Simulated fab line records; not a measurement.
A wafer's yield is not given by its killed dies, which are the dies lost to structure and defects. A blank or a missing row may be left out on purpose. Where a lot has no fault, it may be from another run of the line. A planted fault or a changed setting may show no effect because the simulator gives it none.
The tool behind it: which one?    flow gf180mcu    42 wafers from 14 lots sampled at 4 of the route's 602 steps

WHAT EACH GAUGE READ, for each wafer
GF_TOP_METAL_THK_MEAS_06: measures by xrf. Usual: TOP_METAL_ALCU_THK typically reads 904 nm, with standard deviation 10.
lot   measured      on             TOP_METAL_ALCU_THK (nm)  flag
L363  day 26 21:36  film-metro-02  885 894 892              
L364  day 27 02:50  film-metro-01  913 911 918              
L365  day 27 10:13  film-metro-01  909 908 901              
L369  day 29 00:32  film-metro-01  916 895 902              
L370  day 29 03:55  film-metro-01  890 884 890              
L372  day 30 06:11  film-metro-02  890 890 901              
L373  day 30 11:14  film-metro-02  885 886 884              
L377  day 31 14:57  film-metro-04  900 900 895              
L379  day 32 03:53  film-metro-04  904 896 905              
L381  day 32 16:02  film-metro-01  907 904 910              
L380  day 32 18:28  film-metro-02  914 906 906              
L383  day 33 04:21  film-metro-01  907 901 899              
L385  day 33 07:57  film-metro-02  902 907 893              
L384  day 33 11:19  film-metro-02  896 891 896              

TOOL THAT RAN EACH LOT (tool first, then ch and the chambers of the sampled wafers, then the start)
lot   GF_CONTACT_CVD_00                 GF_V5_CMP_04                   GF_TOP_METAL_SPUTTER_02
L363  hdpcvd-01 ch 0,1,2, day 14 20:28  cmp-01 ch 0,1, day 25 22:49    pvd-sputter-03, day 26 21:23
L364  hdpcvd-01 ch 1,2, day 15 00:29    cmp-01 ch 1,2,3, day 26 03:47  pvd-sputter-01, day 27 02:37
L365  hdpcvd-02 ch 0,1,2, day 15 10:29  cmp-02 ch 2,3, day 26 11:07    pvd-sputter-01, day 27 10:01
L369  hdpcvd-01 ch 1,2, day 17 01:02    cmp-02 ch 1,3, day 28 02:53    pvd-sputter-03, day 29 00:19
L370  hdpcvd-02 ch 0,2, day 17 08:09    cmp-01 ch 0,1,3, day 28 06:21  pvd-sputter-02, day 29 03:42
L372  hdpcvd-01 ch 0,1, day 18 17:04    cmp-01 ch 0,1,3, day 29 09:35  pvd-sputter-02, day 30 05:58
L373  hdpcvd-01 ch 0,1,2, day 18 22:32  cmp-01 ch 0,1,3, day 29 14:19  pvd-sputter-03, day 30 11:01
L377  hdpcvd-02 ch 0,1, day 20 14:04    cmp-02 ch 0,2,3, day 30 20:17  pvd-sputter-01, day 31 14:44
L379  hdpcvd-02 ch 0,1,2, day 21 06:17  cmp-02 ch 1,2,3, day 31 09:20  pvd-sputter-02, day 32 03:40
L381  hdpcvd-02 ch 0,2, day 22 00:08    cmp-02 ch 0,2,3, day 31 20:39  pvd-sputter-01, day 32 15:49
L380  hdpcvd-02 ch 0,1, day 22 03:02    cmp-02 ch 0,1,3, day 31 23:20  pvd-sputter-01, day 32 18:15
L383  hdpcvd-01 ch 0,1, day 22 15:08    cmp-01 ch 1,3, day 32 09:52    pvd-sputter-01, day 33 04:08
L385  hdpcvd-01 ch 0,1, day 22 22:14    cmp-01 ch 0,1,3, day 32 14:14  pvd-sputter-01, day 33 07:44
L384  hdpcvd-01 ch 0,1, day 23 01:25    cmp-01 ch 0,2,3, day 32 17:08  pvd-sputter-01, day 33 11:05
- GF_CONTACT_CVD_00: deposits SiO2, target thk 300 nm, time 50 s.
- GF_V5_CMP_04: polishes SiO2.
- GF_TOP_METAL_SPUTTER_02: material AlCu, target thk 900 nm, time 47.82 s.

AS READ BY THE TOOLS THEMSELVES (means over the sampled wafers that have a number; for cases with no such wafer, the mark the record gives instead)
GF_CONTACT_CVD_00. Usual: pressure-mtorr at 6.000 mTorr, with a standard deviation of 0.012.
lot   tool       pressure-mtorr (mTorr)  flag
L363  hdpcvd-01  5.996                   
L364  hdpcvd-01  6.005                   
L365  hdpcvd-02  5.993                   
L369  hdpcvd-01  6.007                   
L370  hdpcvd-02  6.001                   
L372  hdpcvd-01  6.007                   
L373  hdpcvd-01  5.999                   
L377  hdpcvd-02  6.004                   
L379  hdpcvd-02  6.002                   
L381  hdpcvd-02  6.002                   
L380  hdpcvd-02  5.998                   
L383  hdpcvd-01  5.996                   
L385  hdpcvd-01  5.996                   
L384  hdpcvd-01  5.989                   

GF_V5_CMP_04. Usual: motor-current-A 11.7 A, standard deviation 0.97; platen-rpm 60.00 rpm, standard deviation 0.041.
lot   tool    motor-current-A (A)  platen-rpm (rpm)  flag
L363  cmp-01  11.9                 60.04             
L364  cmp-01  11.8                 60.00             
L365  cmp-02  10.5                 59.99             
L369  cmp-02  11.3                 59.96             
L370  cmp-01  11.3                 59.99             
L372  cmp-01  11.3                 60.00             
L373  cmp-01  11.6                 59.99             
L377  cmp-02  10.9                 59.97             
L379  cmp-02  11.7                 59.99             
L381  cmp-02  10.8                 59.99             
L380  cmp-02  12.1                 60.00             
L383  cmp-01  11.9                 60.06             
L385  cmp-01  11.6                 59.99             
L384  cmp-01  11.3                 60.00             

GF_TOP_METAL_SPUTTER_02. Usual: chamber-pressure-pa 0.3000 Pa, standard deviation 0.00057; throttle-valve-pct 29.9 %, standard deviation 1.5.
lot   tool            chamber-pressure-pa (Pa)  throttle-valve-pct (%)  flag
L363  pvd-sputter-03  0.2994                    29.5                    
L364  pvd-sputter-01  0.3002                    28.0                    
L365  pvd-sputter-01  0.2994                    31.2                    
L369  pvd-sputter-03  0.2996                    28.7                    
L370  pvd-sputter-02  0.2994                    29.9                    
L372  pvd-sputter-02  0.3001                    30.0                    
L373  pvd-sputter-03  0.3003                    29.3                    
L377  pvd-sputter-01  0.3001                    30.0                    
L379  pvd-sputter-02  0.3001                    29.8                    
L381  pvd-sputter-01  0.3004                    30.0                    
L380  pvd-sputter-01  0.3004                    29.9                    
L383  pvd-sputter-01  0.3001                    28.7                    
L385  pvd-sputter-01  0.2999                    30.1                    
L384  pvd-sputter-01  0.2999                    29.9                    

THE ANSWER, worked out from the rows above alone
Rule: lot off if the mean of its wafers having a number is beyond 3 standard deviations from the usual mean. Also off: a lot with no number at a reading for which 4 or more lots have one. Where the step has rows for the other lots, those lots are counted as sound. Order of review: gauges by route order, followed by the tools' own readings, for which a lot's mean as printed above is used. The first step at which some lot is off is used, and at that step the reading that is off furthest; a lot without a number counts as furthest.
Across all readings shown, no lot is off: no conclusion can be drawn from this.

WHAT THE SIMULATOR PUT IN
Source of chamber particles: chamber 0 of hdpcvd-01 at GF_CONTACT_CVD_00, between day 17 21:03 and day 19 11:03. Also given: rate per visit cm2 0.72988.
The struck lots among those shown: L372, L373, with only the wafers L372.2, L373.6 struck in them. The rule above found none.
